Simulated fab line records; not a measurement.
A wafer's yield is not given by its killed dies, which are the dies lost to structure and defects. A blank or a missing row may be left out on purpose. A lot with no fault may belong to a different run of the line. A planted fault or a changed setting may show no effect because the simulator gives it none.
fab line records    flow gf180mcu
record: lots: 7  wafers: 21  lastDay: 34
route steps=602 shown V4@499 MIM@503
lots that met no fault: taken from a fault-free run of the same line
startH: the number of hours between the record's first day and the start of the first shown wafer of the lot    waitH: how many hours have passed since the lot's step before this one    " as in the row above    L1.1+2: a row that stands for several wafers    - no value, or no start given    * or withheld: withheld    < > ~ a bound
route shown NAME@n: names a module that has steps shown in the file, with the first one's number in the route    usual: mean/standard deviation taken from wafers without a fault    same: alike in all rows    chamber/n: place in a boat    sites: the reading at each site    _std_site: the standard deviation of these    _edge_site: mean of outer sites minus mean of inner sites    radiusMm: how far each site lies from the wafer's centre    mask NAME#n: copy n    behind: the most recent tool/chamber to have shaped the wafer    hold: cause of the lot's hold/its duration in hours/its outcome    device: names the non-switching transistor (n, p or np)    end of line: the route-end tests of the same wafers    a step with no rows: only its recipe    killed: dies lost to structure and defects at the first sort, not the wafer's yield    map: per-die view of a wafer (x killed, . not killed, _ where there is no die)
set.NAME: the setting that was run; set.NAME@STEP: the one run at that earlier step    model.NAME: the simulator's own value behind a step, which no gauge read
lots at some steps of the route; a table a step, a row a wafer
services: the hour from which a tool's chamber was out of use, counted from the record's first day as startH (under 0 if before that day), plus the number of hours and why
== steps ==
step: GF_V4_CVD_23
recipe: material: W  targetThkNm: 350  timeS: 104.9  tempC: 400  pressureTorr: 40
step: GF_V4_RS_MEAS_24
recipe: thkMeasGauge: four-point-probe  reads: W_of_V4_CVD_23+TiN_of_V4_SPUTTER_22+Ti_of_V4_SPUTTER_21
usual: V4_W_RS: 0.327/0.0064
lot.wafer  tool          chamber  startH  waitH  V4_W_RS[ohm/sq]
L742.4     filmMetro-02  -        604.82  0.1    0.323
L742.5     "             -        "       "      0.325
L742.6     "             -        "       "      0.331
L743.4     filmMetro-04  -        614.03  0.1    0.331
L743.5     "             -        "       "      0.333
L743.6     "             -        "       "      0.327
L745.1     filmMetro-02  -        622.70  0.1    0.327
L745.5     "             -        "       "      0.326
L745.6     "             -        "       "      0.331
L754.2     filmMetro-04  -        686.20  0.1    0.333
L754.5     "             -        "       "      0.325
L754.6     "             -        "       "      0.333
L755.2     filmMetro-04  -        694.10  0.1    0.323
L755.4     "             -        "       "      0.326
L755.5     "             -        "       "      0.327
L756.1     filmMetro-04  -        695.60  0.1    0.327
L756.2     "             -        "       "      0.311
L756.4     "             -        "       "      0.313
L759.2     filmMetro-02  -        715.80  0.1    0.310
L759.4     "             -        "       "      0.309
L759.6     "             -        "       "      0.324
step: GF_V4_THK_MEAS_25
recipe: thkMeasGauge: xrf  reads: W_of_V4_CVD_23
usual: V4_W_THK: 336/6.7
lot.wafer  tool          chamber  startH  waitH  V4_W_THK[nm]
L742.4     filmMetro-02  -        604.91  0.1    345
L742.5     "             -        "       "      342
L742.6     "             -        "       "      338
L743.4     filmMetro-04  -        614.12  0.1    332
L743.5     "             -        "       "      328
L743.6     "             -        "       "      334
L745.1     filmMetro-02  -        622.82  0.1    339
L745.5     "             -        "       "      343
L745.6     "             -        "       "      338
L754.2     filmMetro-04  -        686.31  0.1    328
L754.5     "             -        "       "      336
L754.6     "             -        "       "      327
L755.2     filmMetro-04  -        694.21  0.1    336
L755.4     "             -        "       "      333
L755.5     "             -        "       "      332
L756.1     filmMetro-04  -        695.72  0.1    333
L756.2     "             -        "       "      348
L756.4     "             -        "       "      349
L759.2     filmMetro-02  -        715.91  0.1    358
L759.4     "             -        "       "      355
L759.6     "             -        "       "      340
step: GF_V4_CMP_26
recipe: stopOn: SiO2  downForcePsi: 3.5  platenRpm: 60  tOverpolishS: 15  targetThkNm: 0  padVelocityMS: 0.94248
step: GF_MIM_SPUTTER_00
recipe: material: Ti  targetThkNm: 37.5  arrivingIonEnergyEv: 80  substrateTempC: 200  chamberPressurePa: 2  powerW: 4000  timeS: 150
step: GF_MIM_SPUTTER_01
recipe: material: TiN  targetThkNm: 30  powerW: 6500  timeS: 25  chamberPressurePa: 0.4
usual: cathodeDcPowerW: 6500.0/1.2  chamberPressurePa: 0.4000/0.00078  throttleValvePct: 29.9/0.88
lot.wafer  tool           chamber  startH  waitH  cathodeDcPowerW  chamberPressurePa  throttleValvePct
L742.4     pvdSputter-03  -        605.34  0.1    6502.0           0.4008             29.0
L742.5     "              -        "       "      6498.3           0.3996             28.8
L742.6     "              -        "       "      6500.1           0.4007             29.3
L743.4     pvdSputter-02  -        614.55  0.1    6499.5           0.3999             29.3
L743.5     "              -        "       "      6501.0           0.4002             30.5
L743.6     "              -        "       "      6500.1           0.4010             29.4
L745.1     pvdSputter-01  -        623.28  0.1    6501.2           0.4011             29.6
L745.5     "              -        "       "      6499.1           0.4012             30.1
L745.6     "              -        "       "      6500.3           0.4006             29.5
L754.2     pvdSputter-02  -        686.89  0.1    6500.6           0.3997             29.3
L754.5     "              -        "       "      6499.2           0.4008             29.6
L754.6     "              -        "       "      6501.8           0.3996             29.9
L755.2     pvdSputter-02  -        695.66  0.1    6498.5           0.3998             29.3
L755.4     "              -        "       "      6499.5           0.4013             29.9
L755.5     "              -        "       "      6502.5           0.4019             30.5
L756.1     pvdSputter-02  -        696.36  0.1    6499.9           0.3983             28.9
L756.2     "              -        "       "      6501.5           0.4013             30.1
L756.4     "              -        "       "      6499.9           0.4004             29.3
L759.2     pvdSputter-03  -        716.36  0.1    6497.8           0.3997             29.4
L759.4     "              -        "       "      6500.6           0.4005             29.2
L759.6     "              -        "       "      6499.0           0.4002             30.8
step: GF_MIM_SPUTTER_02
recipe: material: AlCu  targetThkNm: 450  powerW: 10600  timeS: 23.9  chamberPressurePa: 0.4
usual: cathodeDcPowerW: 10600/1.8  chamberPressurePa: 0.3999/0.00079  throttleValvePct: 29.9/0.88
lot.wafer  tool           chamber  startH  waitH  cathodeDcPowerW  chamberPressurePa  throttleValvePct
L742.4     pvdSputter-03  -        605.37  0.0    10600            0.3992             28.9
L742.5     "              -        "       "      10600            0.3989             28.8
L742.6     "              -        "       "      10598            0.4015             29.2
L743.4     pvdSputter-02  -        614.58  0.0    10602            0.3995             29.4
L743.5     "              -        "       "      10601            0.4006             30.4
L743.6     "              -        "       "      10600            0.3998             28.9
L745.1     pvdSputter-01  -        623.31  0.0    10603            0.3991             29.7
L745.5     "              -        "       "      10599            0.4002             29.8
L745.6     "              -        "       "      10598            0.4004             29.3
L754.2     pvdSputter-02  -        686.93  0.0    10599            0.4001             29.0
L754.5     "              -        "       "      10600            0.3998             29.4
L754.6     "              -        "       "      10602            0.3999             30.0
L755.2     pvdSputter-02  -        695.69  0.0    10601            0.4010             29.2
L755.4     "              -        "       "      10599            0.3989             30.0
L755.5     "              -        "       "      10600            0.4006             30.4
L756.1     pvdSputter-02  -        696.40  0.0    10601            0.4005             29.3
L756.2     "              -        "       "      10602            0.3997             30.1
L756.4     "              -        "       "      10601            0.3993             29.3
L759.2     pvdSputter-03  -        716.39  0.0    10599            0.3996             29.3
L759.4     "              -        "       "      10601            0.3982             28.9
L759.6     "              -        "       "      10601            0.4010             30.8
step: GF_MIM_SPUTTER_03
recipe: material: Ti  targetThkNm: 10  substrateTempC: 300  chamberPressurePa: 0.3  powerW: 3000  timeS: 6.7
step: GF_MIM_SPUTTER_04
recipe: material: TiN  targetThkNm: 50  powerW: 6500  timeS: 41.7  chamberPressurePa: 0.4
usual: cathodeDcPowerW: 6499.9/1.2  chamberPressurePa: 0.3999/0.0008  throttleValvePct: 29.9/0.89
lot.wafer  tool           chamber  startH  waitH  cathodeDcPowerW  chamberPressurePa  throttleValvePct
L742.4     pvdSputter-03  -        605.42  0.0    6501.1           0.3990             28.9
L742.5     "              -        "       "      6500.5           0.3999             28.9
L742.6     "              -        "       "      6497.7           0.4011             29.5
L743.4     pvdSputter-02  -        614.63  0.0    6499.7           0.3996             28.8
L743.5     "              -        "       "      6500.3           0.3997             30.5
L743.6     "              -        "       "      6499.4           0.4001             29.1
L745.1     pvdSputter-01  -        623.36  0.0    6497.8           0.3998             29.3
L745.5     "              -        "       "      6501.7           0.3989             30.0
L745.6     "              -        "       "      6501.3           0.4014             29.4
L754.2     pvdSputter-02  -        686.98  0.0    6500.2           0.3995             29.3
L754.5     "              -        "       "      6499.0           0.3982             29.2
L754.6     "              -        "       "      6498.8           0.3996             30.0
L755.2     pvdSputter-02  -        695.75  0.0    6500.3           0.4002             29.2
L755.4     "              -        "       "      6497.5           0.3996             29.7
L755.5     "              -        "       "      6499.9           0.4001             30.6
L756.1     pvdSputter-02  -        696.45  0.0    6500.4           0.3985             28.9
L756.2     "              -        "       "      6501.1           0.4002             30.7
L756.4     "              -        "       "      6499.2           0.4010             29.2
L759.2     pvdSputter-03  -        716.44  0.0    6500.3           0.4004             29.1
L759.4     "              -        "       "      6499.0           0.4005             29.1
L759.6     "              -        "       "      6500.6           0.3991             30.8
step: GF_MIM_CVD_05
recipe: material: Si3N4  targetThkNm: 42  tempMaxC: 400  tempC: 385  timeS: 29.086  rfW: 450
usual: heaterPowerW: 649/63  tempMaxC: 400.03/0.24
lot.wafer  tool      chamber  startH  waitH  heaterPowerW  tempMaxC
L742.4     pecvd-03  0        605.47  0.0    676           400.58
L742.5     "         2        "       "      617           399.94
L742.6     "         1        "       "      777           399.82
L743.4     pecvd-04  0        614.69  0.0    641           399.64
L743.5     "         1        "       "      582           400.15
L743.6     "         2        "       "      712           399.83
L745.1     pecvd-04  0        623.40  0.0    549           400.05
L745.5     "         0        "       "      543           399.96
L745.6     "         2        "       "      667           399.91
L754.2     pecvd-03  2        687.03  0.0    614           400.09
L754.5     "         0        "       "      725           400.09
L754.6     "         2        "       "      606           400.14
L755.2     pecvd-01  0        695.78  0.0    610           400.10
L755.4     "         2        "       "      694           399.86
L755.5     "         1        "       "      577           399.50
L756.1     pecvd-03  2        696.49  0.0    628           400.16
L756.2     "         1        "       "      686           400.08
L756.4     "         0        "       "      642           399.76
L759.2     pecvd-03  2        716.48  0.0    689           399.47
L759.4     "         2        "       "      667           399.79
L759.6     "         1        "       "      753           399.71
step: GF_MIM_THK_MEAS_06
recipe: reads: Si3N4_of_MIM_CVD_05
usual: MIM_CVD_05_THK: 41.9/0.7
lot.wafer  tool          chamber  startH  waitH  MIM_CVD_05_THK[nm]
L742.4     filmMetro-03  -        605.52  0.0    43.6
L742.5     "             -        "       "      43.7
L742.6     "             -        "       "      43.1
L743.4     filmMetro-02  -        614.73  0.0    41.9
L743.5     "             -        "       "      41.4
L743.6     "             -        "       "      41.7
L745.1     filmMetro-02  -        623.43  0.0    42.2
L745.5     "             -        "       "      42.4
L745.6     "             -        "       "      42.1
L754.2     filmMetro-02  -        687.07  0.0    42.2
L754.5     "             -        "       "      42.4
L754.6     "             -        "       "      42.6
L755.2     filmMetro-02  -        695.83  0.0    41.4
L755.4     "             -        "       "      40.7
L755.5     "             -        "       "      41.1
L756.1     filmMetro-02  -        696.52  0.0    41.9
L756.2     "             -        "       "      41.4
L756.4     "             -        "       "      42.6
L759.2     filmMetro-03  -        716.52  0.0    42.0
L759.4     "             -        "       "      42.6
L759.6     "             -        "       "      42.3
step: GF_MIM_SPUTTER_07
recipe: material: TiN  targetThkNm: 60  powerW: 6500  timeS: 50  chamberPressurePa: 0.4
usual: cathodeDcPowerW: 6500.1/1.1  chamberPressurePa: 0.3999/0.00076  throttleValvePct: 29.7/0.9
lot.wafer  tool           chamber  startH  waitH  cathodeDcPowerW  chamberPressurePa  throttleValvePct
L742.4     pvdSputter-02  -        605.55  0.0    6497.7           0.4014             29.2
L742.5     "              -        "       "      6502.1           0.3990             29.5
L742.6     "              -        "       "      6498.8           0.4004             30.0
L743.4     pvdSputter-03  -        614.76  0.0    6499.4           0.4004             29.0
L743.5     "              -        "       "      6501.6           0.3987             29.1
L743.6     "              -        "       "      6499.0           0.3990             28.8
L745.1     pvdSputter-03  -        623.49  0.1    6499.4           0.4002             29.0
L745.5     "              -        "       "      6499.4           0.3999             29.0
L745.6     "              -        "       "      6500.9           0.3998             29.2
L754.2     pvdSputter-01  -        687.12  0.0    6498.8           0.4009             32.0
L754.5     "              -        "       "      6501.0           0.3999             32.0
L754.6     "              -        "       "      6500.6           0.4000             30.2
L755.2     pvdSputter-03  -        695.88  0.0    6500.5           0.4002             28.9
L755.4     "              -        "       "      6498.7           0.4004             29.0
L755.5     "              -        "       "      6500.1           0.4004             28.6
L756.1     pvdSputter-03  -        696.58  0.1    6500.3           0.4001             29.3
L756.2     "              -        "       "      6499.5           0.3998             29.0
L756.4     "              -        "       "      6501.5           0.4001             29.5
L759.2     pvdSputter-02  -        716.57  0.0    6501.6           0.3999             30.4
L759.4     "              -        "       "      6499.9           0.3985             29.6
L759.6     "              -        "       "      6497.9           0.4000             29.3
step: GF_MIM_SPUTTER_08
recipe: material: AlCu  targetThkNm: 200  powerW: 10600  timeS: 10.6  chamberPressurePa: 0.4
usual: cathodeDcPowerW: 10600/2.1  chamberPressurePa: 0.4000/0.00074  throttleValvePct: 29.7/0.9
lot.wafer  tool           chamber  startH  waitH  cathodeDcPowerW  chamberPressurePa  throttleValvePct
L742.4     pvdSputter-02  -        605.59  0.0    -                -                  -
L742.5     "              -        "       "      -                -                  -
L742.6     "              -        "       "      -                -                  -
L743.4     pvdSputter-03  -        614.81  0.0    -                -                  -
L743.5     "              -        "       "      -                -                  -
L743.6     "              -        "       "      -                -                  -
L745.1     pvdSputter-03  -        623.54  0.0    -                -                  -
L745.5     "              -        "       "      -                -                  -
L745.6     "              -        "       "      -                -                  -
L754.2     pvdSputter-01  -        687.17  0.0    10598            0.4013             32.2
L754.5     "              -        "       "      10599            0.4012             32.2
L754.6     "              -        "       "      10604            0.3996             29.7
L755.2     pvdSputter-03  -        695.92  0.0    10597            0.3988             28.8
L755.4     "              -        "       "      10602            0.3992             28.7
L755.5     "              -        "       "      10602            0.4003             28.8
L756.1     pvdSputter-03  -        696.62  0.0    10598            0.4001             29.4
L756.2     "              -        "       "      10603            0.3990             29.0
L756.4     "              -        "       "      10600            0.3987             29.4
L759.2     pvdSputter-02  -        716.62  0.0    10599            0.3999             30.3
L759.4     "              -        "       "      10598            0.4000             29.8
L759.6     "              -        "       "      10599            0.4004             29.2
step: GF_MIM_SPUTTER_09
recipe: material: TiN  targetThkNm: 35  powerW: 6500  timeS: 29.2  chamberPressurePa: 0.4
step: GF_MIM_RS_MEAS_10
recipe: thkMeasGauge: four-point-probe  reads: TiN_of_MIM_SPUTTER_09+AlCu_of_MIM_SPUTTER_08+TiN_of_MIM_SPUTTER_07
usual: MIM_ALCU_RS: 0.1605/0.002
lot.wafer  tool          chamber  startH  waitH  MIM_ALCU_RS[ohm/sq]
L742.4     filmMetro-01  -        605.71  0.1    9.5373
L742.5     "             -        "       "      9.5711
L742.6     "             -        "       "      9.6214
L743.4     filmMetro-01  -        614.92  0.1    9.4884
L743.5     "             -        "       "      9.5267
L743.6     "             -        "       "      9.4246
L745.1     filmMetro-03  -        623.59  0.0    9.4532
L745.5     "             -        "       "      9.3388
L745.6     "             -        "       "      9.4042
L754.2     filmMetro-03  -        687.24  0.0    0.1636
L754.5     "             -        "       "      0.1629
L754.6     "             -        "       "      0.1607
L755.2     filmMetro-01  -        696.00  0.0    0.1577
L755.4     "             -        "       "      0.1586
L755.5     "             -        "       "      0.1559
L756.1     filmMetro-03  -        696.68  0.0    0.1607
L756.2     "             -        "       "      0.1611
L756.4     "             -        "       "      0.1616
L759.2     filmMetro-03  -        716.69  0.0    0.1593
L759.4     "             -        "       "      0.1587
L759.6     "             -        "       "      0.1605
step: GF_MIM_THK_MEAS_11
recipe: thkMeasGauge: xrf  reads: AlCu_of_MIM_SPUTTER_08
usual: MIM_ALCU_THK: 197.8/2.4
lot.wafer  tool          chamber  startH  waitH  MIM_ALCU_THK[nm]
L742.4     filmMetro-01  -        605.80  0.1    <0.4
L742.5     "             -        "       "      <0.4
L742.6     "             -        "       "      <0.4
L743.4     filmMetro-01  -        615.01  0.1    <0.4
L743.5     "             -        "       "      <0.4
L743.6     "             -        "       "      <0.4
L745.1     filmMetro-03  -        623.71  0.1    <0.2
L745.5     "             -        "       "      <0.2
L745.6     "             -        "       "      <0.2
L754.2     filmMetro-03  -        687.35  0.1    194.3
L754.5     "             -        "       "      195.4
L754.6     "             -        "       "      197.6
L755.2     filmMetro-01  -        696.11  0.1    201.6
L755.4     "             -        "       "      201.1
L755.5     "             -        "       "      203.7
L756.1     filmMetro-03  -        696.80  0.1    196.5
L756.2     "             -        "       "      198.1
L756.4     "             -        "       "      197.1
L759.2     filmMetro-03  -        716.80  0.1    200.0
L759.4     "             -        "       "      198.8
L759.6     "             -        "       "      197.0
step: GF_MIM_DEHYDRATE_12
recipe: tempC: 200  timeS: 60
step: GF_MIM_HMDS_13
recipe: primeTimeS: 60  primeTempC: 120
step: GF_MIM_COAT_14
recipe: resist: NOVOLAK  spinRpm: 3000  resistThkNm: 1000
step: GF_MIM_SOFTBAKE_15
recipe: tempC: 90  timeS: 60  resist: NOVOLAK
step: GF_MIM_EXPOSE_16
recipe: maskId: FuseTop  targetCdNm: 2000  na: 0.6  sourceShape: conventional  sigmaOuter: 0.6  doseMj: 140
step: GF_MIM_PEB_17
recipe: tempC: withheld  timeS: *  resist: NOVOLAK
step: GF_MIM_DEVELOP_18
recipe: developTimeS: 60  devTempC: 23
step: GF_MIM_METAL_ETCH_19
recipe: chemistry: Cl2/BCl3  maskMaterial: NOVOLAK  stopOn: Si3N4  targetDepthNm: 324.5  pressureMtorr: 8  icpW: 800  biasW: 140  Cl2_flow_sccm: 80  bcl3FlowSccm: 40  timeS: 54.1
usual: drypumpMotorCurrentA: 5.32/0.15  oesProductAu: 0.940/0.0071  throttleValvePct: 28.286/0.011
lot.wafer  tool         chamber  startH  waitH  drypumpMotorCurrentA  oesProductAu  rfHoursCounterH  throttleValvePct
L742.4     rieMetal-03  0        625.78  0.1    5.29                  0.993         -                28.231
L742.5     "            0        "       "      5.30                  0.998         -                28.232
L742.6     "            1        "       "      5.37                  0.991         -                28.215
L743.4     rieMetal-01  1        635.04  0.1    5.28                  0.978         -                28.251
L743.5     "            1        "       "      5.28                  0.979         -                28.238
L743.6     "            0        "       "      5.50                  0.965         -                28.244
L745.1     rieMetal-03  1        643.55  0.1    5.39                  0.993         2                28.234
L745.5     "            0        "       "      5.27                  0.995         -                28.217
L745.6     "            1        "       "      5.38                  0.999         -                28.217
L754.2     rieMetal-03  1        705.11  0.1    5.38                  0.923         5                28.320
L754.5     "            0        "       "      5.27                  0.931         -                28.271
L754.6     "            1        "       "      5.39                  0.939         -                28.274
L755.2     rieMetal-01  1        713.71  0.1    5.28                  0.934         9                28.251
L755.4     "            0        "       "      5.50                  0.945         -                28.298
L755.5     "            0        "       "      5.52                  0.957         -                28.272
L756.1     rieMetal-03  1        714.65  0.1    5.39                  0.941         5                28.299
L756.2     "            0        "       "      5.29                  0.933         6                28.300
L756.4     "            0        "       "      5.25                  0.936         -                28.291
L759.2     rieMetal-01  0        734.61  0.1    5.52                  0.946         4                28.297
L759.4     "            1        "       "      5.30                  0.942         -                28.286
L759.6     "            1        "       "      5.26                  0.939         -                28.299
step: GF_MIM_STRIP_20
recipe: chemistry: O2/N2  powerW: 1400  pressureMtorr: 1500  platenTempC: 250  o2FlowSccm: 3000  n2FlowSccm: 300  overashFraction: 0.5
== services ==
tool           chamber  startH  hours  kind
pvdSputter-03  -        591.05  4.6    repair
pecvd-03       -        591.12  14.0   pm
pecvd-03       0        591.12  14.0   ventCycle
pecvd-03       1        591.12  14.0   ventCycle
pecvd-03       2        591.12  14.0   ventCycle
pecvd-03       0        605.12  -      clean
pvdSputter-01  -        608.64  2.7    repair
pvdSputter-01  0        634.86  -      consumableReplace:kit
pvdSputter-01  0        634.86  18.0   scheduledDown
pvdSputter-01  0        634.86  18.0   ventCycle
rieMetal-03    -        639.23  0.3    repair
pvdSputter-01  -        640.34  3.0    repair
pvdSputter-02  2        645.43  -      consumableReplace:kit
pvdSputter-02  2        645.43  18.0   scheduledDown
pvdSputter-02  2        645.43  18.0   ventCycle
rieMetal-01    1        682.49  1.3    repair
pvdSputter-03  3        686.70  -      consumableReplace:kit
pvdSputter-03  3        686.70  18.0   scheduledDown
pvdSputter-03  3        686.70  18.0   ventCycle
pvdSputter-01  -        694.39  3.5    repair
pecvd-04       -        695.92  5.5    pm
pvdSputter-03  -        703.23  7.4    repair
pecvd-04       -        719.17  14.6   pm
pecvd-03       0        722.65  12.6   repair
== key ==
firstSign: step: GF_MIM_SPUTTER_08  reading: toolRecord  direction: missing
effect: step: GF_MIM_RS_MEAS_10  reading: MIM_ALCU_RS  direction: up  sigmas: 99+  usual: 0.1605  struck: 9.4851
effect: step: GF_MIM_THK_MEAS_11  reading: MIM_ALCU_THK  direction: down  sigmas: 83  usual: 197.8  struck: <0.3
effect: step: GF_MIM_METAL_ETCH_19  reading: oesProductAu  direction: up  sigmas: 6.7  usual: 0.940  struck: 0.988
metAt GF_MIM_SPUTTER_08
struckWafers L742.4,L742.5,L742.6,L743.4,L743.5,L743.6,L745.1,L745.5,L745.6
laterRowsLeftOut L742.4,L742.5,L742.6,L743.4,L743.5,L743.6,L745.1,L745.5,L745.6
sortLeftOut L742.4,L742.5,L742.6,L743.4,L743.5,L743.6,L745.1,L745.5,L745.6
fault: kind: skippedStepWhole  tool: pvdSputter-02,pvdSputter-03  chamber: -  onsetH: 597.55  steps: GF_MIM_SPUTTER_08  scope: struckLotsOnly
sortLeftOut: the simulated sort isn't trusted on such a fault, so these wafers' sort isn't shown, and their yield isn't known
laterRowsLeftOut: the simulator's readings of these wafers behind a module that went badly wrong aren't trusted and aren't shown, but for the sort
